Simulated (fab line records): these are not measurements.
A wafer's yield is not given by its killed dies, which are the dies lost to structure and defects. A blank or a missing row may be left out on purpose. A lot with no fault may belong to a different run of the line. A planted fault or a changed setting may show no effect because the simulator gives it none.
Which of the tools did it? || flow gf180mcu || at 1 step of a route of 602, 6 lots with 18 wafers sampled

== WHAT EACH GAUGE READ, for each wafer ==
GF_CONTACT_THK_MEAS_03.
{"lot": "L789", "measured": "day 15 23:56", "on": "filmMetro-04", "CONTACT_CVD_02_THK (nm)": "866 856 878"}
{"lot": "L791", "measured": "day 16 16:31", "on": "filmMetro-01", "CONTACT_CVD_02_THK (nm)": "822 828 852"}
{"lot": "L793", "measured": "day 17 15:59", "on": "filmMetro-01", "CONTACT_CVD_02_THK (nm)": "855 871 873"}
{"lot": "L796", "measured": "day 18 14:48", "on": "filmMetro-03", "CONTACT_CVD_02_THK (nm)": "841 868 862"}
{"lot": "L798", "measured": "day 19 06:17", "on": "filmMetro-01", "CONTACT_CVD_02_THK (nm)": "829 853 847"}
{"lot": "L809", "measured": "day 23 04:04", "on": "filmMetro-01", "CONTACT_CVD_02_THK (nm)": "844 841 839"}

== TOOL THAT RAN EACH LOT (tool first, then ch and the chambers of the sampled wafers, then the start) ==
No process step before these readings appears in the record.

== THE ANSWER, worked out from the rows above alone ==
Rule: usual is defined by the lots themselves. The widest of any qualifying gaps counts: lots, ordered by their means at a reading, are off when they make up no more than a third of the lots, leave a main group of 4 or more, and stand apart from it by 3 or more times the standard deviation of that group's means. Not used: any main group whose means are identical at the precision the tables above print for the reading. A lot without any number at a reading at which 4 lots or more have one is off too. Where the step has rows for the other lots, those lots are counted as sound.
None of the lots is off at any reading shown; this tells nothing.

== WHAT WAS PUT IN BY THE SIMULATOR ==
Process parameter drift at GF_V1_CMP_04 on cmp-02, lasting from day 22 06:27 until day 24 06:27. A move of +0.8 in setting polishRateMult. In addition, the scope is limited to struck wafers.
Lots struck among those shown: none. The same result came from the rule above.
